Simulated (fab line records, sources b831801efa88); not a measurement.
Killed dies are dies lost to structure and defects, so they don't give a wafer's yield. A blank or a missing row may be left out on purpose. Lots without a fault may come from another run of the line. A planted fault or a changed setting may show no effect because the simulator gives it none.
Chamber matching | flow sfq_line | SFQ_TRILAYER_I1_VIA_BARC_OPEN_VIA_ETCH_071 on rie_diel-01: 4 sister chambers
The step etches BARC in O2, target depth 125 nm, time 41.7 s. 14 wafers are shown with their chamber, then 7 later ones without.

WAFERS WITH THEIR CHAMBER
wafer  | chamber | drypump_motor_current_A (A) | oes_product_au (a.u.)
L420.3 | 0       | 6.0                         | 0.689
L420.4 | 1       | 6.7                         | 0.679
L420.6 | 3       | 6.4                         | 0.687
L421.2 | 2       | 5.0                         | 0.684
L421.3 | 1       | 6.7                         | 0.678
L421.4 | 2       | 5.0                         | 0.681
L423.2 | 0       | 6.0                         | 0.677
L423.3 | 3       | 6.5                         | 0.681
L423.4 | 2       | 5.0                         | 0.683
L424.2 | 3       | 6.5                         | 0.688
L424.3 | 2       | 5.0                         | 0.686
L424.4 | 1       | 6.7                         | 0.686
L426.3 | 1       | 6.6                         | 0.680
L426.5 | 3       | 6.5                         | 0.682

SIGNATURES (means of the wafers above)
reading                 | chamber 0 | chamber 1 | chamber 2 | chamber 3 | scatter within a chamber
drypump_motor_current_A | 6.000     | 6.675     | 5.000     | 6.475     | 0.0387
oes_product_au          | 0.68300   | 0.68075   | 0.68350   | 0.68450   | 0.00401
Rule: a wafer's distance from a chamber is the root of the sum, over the readings, of the square of ((its reading less the chamber's mean) divided by the reading's scatter). The wafer belongs to the nearest chamber; if the next one is less than 2 further off, it can't be placed. The scatter: the root of (the sum of the squares of (reading less its chamber's mean) over the shown wafers, divided by (wafers less chambers)).

WAFERS WITHOUT THEIR CHAMBER
wafer  | drypump_motor_current_A (A) | oes_product_au (a.u.)
L426.6 | 5.0                         | 0.687
L427.3 | 6.7                         | 0.689
L427.5 | 6.7                         | 0.691
L427.6 | 5.0                         | 0.678
L429.3 | 6.7                         | 0.685
L429.4 | 5.0                         | 0.686
L429.5 | 6.4                         | 0.689

WHICH CHAMBER EACH WENT THROUGH
wafer  | from the rows above | in truth
L426.6 | 2                   | 2
L427.3 | 1                   | 1
L427.5 | 1                   | 1
L427.6 | 2                   | 2
L429.3 | 1                   | 1
L429.4 | 2                   | 2
L429.5 | 3                   | 3
Placed correctly: 7 of 7. Can't be placed from these rows: 0. Placed wrongly: 0.
